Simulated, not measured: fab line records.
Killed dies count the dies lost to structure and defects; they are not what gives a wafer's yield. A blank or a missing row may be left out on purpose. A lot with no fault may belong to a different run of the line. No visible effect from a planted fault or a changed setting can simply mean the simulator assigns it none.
Chamber matching || flow gf180mcu || rie diel-04 running GF_V5_ETCH_16: 3 sister chambers
The step etches BARC in N2/H2. 3 wafers are shown with their chamber, then 6 later ones without.

WAFERS WITH THEIR CHAMBER
{"wafer": "L622.4", "chamber": 0, "oes product au (a.u.)": 0.857}
{"wafer": "L632.3", "chamber": 2, "oes product au (a.u.)": 0.852}
{"wafer": "L632.5", "chamber": 1, "oes product au (a.u.)": 0.848}

WAFERS WITHOUT THEIR CHAMBER
{"wafer": "L632.6", "oes product au (a.u.)": 0.858}
{"wafer": "L631.2", "oes product au (a.u.)": 0.852}
{"wafer": "L631.5", "oes product au (a.u.)": 0.847}
{"wafer": "L631.6", "oes product au (a.u.)": 0.848}
{"wafer": "L634.1", "oes product au (a.u.)": 0.853}
{"wafer": "L634.3", "oes product au (a.u.)": 0.855}

WHICH CHAMBER EACH ONE RAN IN
{"wafer": "L632.6", "from the rows above": 0, "in truth": 0}
{"wafer": "L631.2", "from the rows above": 2, "in truth": 2}
{"wafer": "L631.5", "from the rows above": 1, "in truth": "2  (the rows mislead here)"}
{"wafer": "L631.6", "from the rows above": 1, "in truth": 1}
{"wafer": "L634.1", "from the rows above": 2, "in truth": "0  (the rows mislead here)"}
{"wafer": "L634.3", "from the rows above": "can't be placed: 0 or 2", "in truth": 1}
Correct placement for 3 of the 6. Can't be placed from these rows: 1 (the true chamber is among the candidates in 0). Number placed wrongly: 2.
How it was worked out, from the rows above alone: a wafer's distance from a chamber is the root of the sum, over the readings, of the square of ((its reading less the chamber's mean) divided by the reading's scatter). The wafer belongs to the nearest chamber; if the next one is less than 2 further off, it can't be placed. The mean given for a chamber averages the wafers shown for that chamber. The scatter: with one shown wafer a chamber, the root of the mean of the squares of how far each hidden wafer lies from its nearest shown one.
